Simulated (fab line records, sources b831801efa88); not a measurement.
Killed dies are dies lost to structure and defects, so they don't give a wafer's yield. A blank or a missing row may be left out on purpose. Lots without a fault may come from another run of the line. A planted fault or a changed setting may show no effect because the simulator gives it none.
Which tool did it? | flow sky130 | 12 lots, 36 wafers sampled, at 5 steps of a route of 708

WHAT THE GAUGES READ, wafer by wafer
SKY_NWELL_OVL_MEAS_23. Usual: NWELL_01_OVL -0.2 nm, standard deviation 1.4.
lot  | measured     | on         | NWELL_01_OVL (nm) | flag
L545 | day 5 09:58  | overlay-02 | -0.2 0.9 0.5      |
L546 | day 5 22:07  | overlay-01 | 1.3 0.3 0.7       |
L548 | day 6 00:46  | overlay-02 | -3.3 -1.9 -1.1    |
L552 | day 7 06:05  | overlay-02 | -0.4 -1.0 -1.2    |
L557 | day 8 08:37  | overlay-01 | 1.2 -2.6 -0.6     |
L558 | day 8 14:19  | overlay-02 | 0.0 2.7 1.3       |
L559 | day 9 00:01  | overlay-01 | -1.9 -2.1 -1.6    |
L564 | day 10 06:25 | overlay-01 | -0.4 0.0 -1.1     |
L563 | day 10 07:26 | overlay-02 | -0.7 -0.3 -0.6    |
L566 | day 10 12:38 | overlay-02 | 0.0 -0.9 0.1      |
L567 | day 10 22:03 | overlay-01 | -0.7 2.0 0.3      |
L568 | day 11 03:43 | overlay-02 | 3.1 0.9 1.8       |

SKY_GATE_OXIDE_OVL_MEAS_10. Usual: GATE_OXIDE_OVL -0.7 nm, standard deviation 1.3.
lot  | measured     | on         | GATE_OXIDE_OVL (nm) | flag
L545 | day 13 20:11 | overlay-02 | 0.1 -2.1 -0.9       |
L546 | day 14 13:55 | overlay-01 | 1.1 -1.3 1.0        |
L548 | day 14 18:13 | overlay-02 | -1.3 -1.6 0.6       |
L552 | day 16 13:44 | overlay-01 | -2.7 -1.3 -3.1      |
L557 | day 18 04:37 | overlay-01 | -0.4 0.9 -0.1       |
L558 | day 18 08:53 | overlay-02 | -1.5 -0.7 0.1       |
L559 | day 18 23:19 | overlay-01 | 0.5 0.9 0.3         |
L564 | day 20 19:19 | overlay-01 | -1.3 -0.5 0.1       |
L563 | day 20 23:56 | overlay-01 | -0.5 -0.6 -0.1      |
L566 | day 21 03:17 | overlay-02 | -0.3 0.4 0.9        |
L567 | day 21 17:07 | overlay-01 | -2.2 -0.9 -3.4      |
L568 | day 21 21:10 | overlay-01 | -1.7 -1.1 -1.6      |

SKY_GATE_OXIDE_TW_MEAS_14. Usual: GATE_OXIDE_TW 223.2, standard deviation 1.7.
lot  | measured     | on            | GATE_OXIDE_TW     | flag
L545 | day 13 20:35 | film_metro-04 | 223.7 223.5 224.2 |
L546 | day 14 14:19 | film_metro-04 | 225.1 224.6 223.6 |
L548 | day 14 18:36 | film_metro-03 | 223.6 224.0 222.9 |
L552 | day 16 14:08 | film_metro-03 | 222.7 222.5 222.3 |
L557 | day 18 05:01 | film_metro-02 | 219.5 220.0 220.7 |
L558 | day 18 09:16 | film_metro-02 | 220.0 219.6 220.0 |
L559 | day 18 23:43 | film_metro-04 | 224.0 223.6 224.1 |
L564 | day 20 19:43 | film_metro-04 | 225.4 226.3 225.1 |
L563 | day 21 00:20 | film_metro-04 | 221.8 222.4 221.2 |
L566 | day 21 03:41 | film_metro-03 | 223.0 224.4 224.3 |
L567 | day 21 17:31 | film_metro-04 | 221.8 222.0 222.1 |
L568 | day 21 21:34 | film_metro-02 | 222.4 222.7 223.1 |

WHICH TOOL RAN EACH LOT (tool, then ch and the chambers of the sampled wafers, then the start)
lot  | SKY_SONOS_ONO_ETCH_15              | SKY_SONOS_ONO_STRIP_17
L545 | rie_diel-03 ch 0,3, day 12 16:44   | plasma_asher-03 ch 0,1, day 12 16:52
L546 | rie_diel-01 ch 1,2, day 13 10:26   | plasma_asher-01 ch 0,1, day 13 10:38
L548 | rie_diel-03 ch 1,2,3, day 13 13:50 | plasma_asher-03 ch 0,1, day 13 13:57
L552 | rie_diel-03 ch 0,1,3, day 15 08:32 | plasma_asher-01 ch 0,1, day 15 08:40
L557 | rie_diel-01 ch 0,1,3, day 16 21:25 | plasma_asher-03 ch 0,1, day 16 21:31
L558 | rie_diel-01 ch 0,3, day 17 01:26   | plasma_asher-03 ch 0,1, day 17 01:32
L559 | rie_diel-03 ch 0,2,3, day 17 15:02 | plasma_asher-01 ch 0,1, day 17 15:09
L564 | rie_diel-01 ch 1,2,3, day 19 10:20 | plasma_asher-01 ch 0,1, day 19 10:26
L563 | rie_diel-01 ch 0,1,3, day 19 14:50 | plasma_asher-04 ch 0,1, day 19 14:58
L566 | rie_diel-04 ch 2,3, day 19 19:10   | plasma_asher-03 ch 0,1, day 19 19:19
L567 | rie_diel-01 ch 2,3, day 20 08:49   | plasma_asher-04 ch 1, day 20 08:55
L568 | rie_diel-03 ch 2,3, day 20 13:04   | plasma_asher-03 ch 0,1, day 20 13:10
- SKY_SONOS_ONO_ETCH_15: etches the open film in CHF3/O2, target depth 19.52 nm, time 7.8 s.
- SKY_SONOS_ONO_STRIP_17: strips in O2/N2.

WHAT THE TOOLS THEMSELVES READ (means of the sampled wafers that have a number; where no wafer has one, the mark that the record gives instead)
SKY_SONOS_ONO_ETCH_15. Usual: chf3_flow_sccm 50.00 sccm, standard deviation 0.13; drypump_motor_current_A 5.7 A, standard deviation 0.46; oes_product_au 0.996 a.u., standard deviation 0.0087; throttle_valve_pct 8.825 %, standard deviation 0.0086.
lot  | tool        | chf3_flow_sccm (sccm) | drypump_motor_current_A (A) | oes_product_au (a.u.) | throttle_valve_pct (%) | flag
L545 | rie_diel-03 | 50.02                 | 5.3                         | 0.997                 | 8.828                  |
L546 | rie_diel-01 | 50.11                 | 5.5                         | 0.983                 | 8.819                  |
L548 | rie_diel-03 | 50.07                 | 5.8                         | 0.999                 | 8.826                  |
L552 | rie_diel-03 | 49.84                 | 5.6                         | 1.004                 | 8.828                  |
L557 | rie_diel-01 | 50.20                 | 5.8                         | 0.999                 | 8.831                  |
L558 | rie_diel-01 | 49.94                 | 6.0                         | 1.000                 | 8.826                  |
L559 | rie_diel-03 | 50.05                 | 5.5                         | 1.000                 | 8.826                  |
L564 | rie_diel-01 | 49.93                 | 5.7                         | 0.984                 | 8.818                  |
L563 | rie_diel-01 | 50.01                 | 5.8                         | 0.993                 | 8.820                  |
L566 | rie_diel-04 | 49.95                 | 6.2                         | 1.002                 | 8.827                  |
L567 | rie_diel-01 | 49.93                 | 5.9                         | 0.999                 | 8.825                  |
L568 | rie_diel-03 | 49.96                 | 5.6                         | 1.005                 | 8.830                  |

SKY_SONOS_ONO_STRIP_17. Usual: drypump_motor_current_A 5.57 A, standard deviation 0.14; n2_flow_sccm 299.9 sccm, standard deviation 0.95; oes_product_au 0.710 a.u., standard deviation 0.0049; strip_time_to_endpoint_s 14.10 s, standard deviation 0.035.
lot  | tool            | drypump_motor_current_A (A) | n2_flow_sccm (sccm) | oes_product_au (a.u.) | strip_time_to_endpoint_s (s) | flag
L545 | plasma_asher-03 | 5.57                        | 299.6               | 0.710                 | 14.11                        |
L546 | plasma_asher-01 | 5.54                        | 299.6               | 0.706                 | 14.17                        |
L548 | plasma_asher-03 | 5.57                        | 298.7               | 0.708                 | 14.16                        |
L552 | plasma_asher-01 | 5.55                        | 299.9               | 0.710                 | 14.02                        |
L557 | plasma_asher-03 | 5.56                        | 299.9               | 0.713                 | 14.13                        |
L558 | plasma_asher-03 | 5.58                        | 300.8               | 0.710                 | 14.19                        |
L559 | plasma_asher-01 | 5.56                        | 301.0               | 0.709                 | 14.14                        |
L564 | plasma_asher-01 | 5.52                        | 299.5               | 0.710                 | 14.12                        |
L563 | plasma_asher-04 | 5.68                        | 299.8               | 0.712                 | 14.13                        |
L566 | plasma_asher-03 | 5.56                        | 300.6               | 0.712                 | 14.09                        |
L567 | plasma_asher-04 | 5.35                        | 299.9               | 0.708                 | 14.10                        |
L568 | plasma_asher-03 | 5.58                        | 300.8               | 0.709                 | 14.14                        |

THE ANSWER, worked out from the rows above alone
Rule: a lot is off if the mean of its wafers that have a number lies more than 3 standard deviations from the usual mean. A lot without any number at a reading at which 4 lots or more have one is off too. The other lots that the step has rows for count as sound. The gauges are gone through in route order, then the tools' own readings, and for those a lot's mean is taken as printed above. The first step at which some lot is off is used, and at that step the reading that is off furthest; a lot without a number counts as furthest.
No lot is off at any reading shown: from this, nothing can be told.

WHAT THE SIMULATOR HAD PUT IN
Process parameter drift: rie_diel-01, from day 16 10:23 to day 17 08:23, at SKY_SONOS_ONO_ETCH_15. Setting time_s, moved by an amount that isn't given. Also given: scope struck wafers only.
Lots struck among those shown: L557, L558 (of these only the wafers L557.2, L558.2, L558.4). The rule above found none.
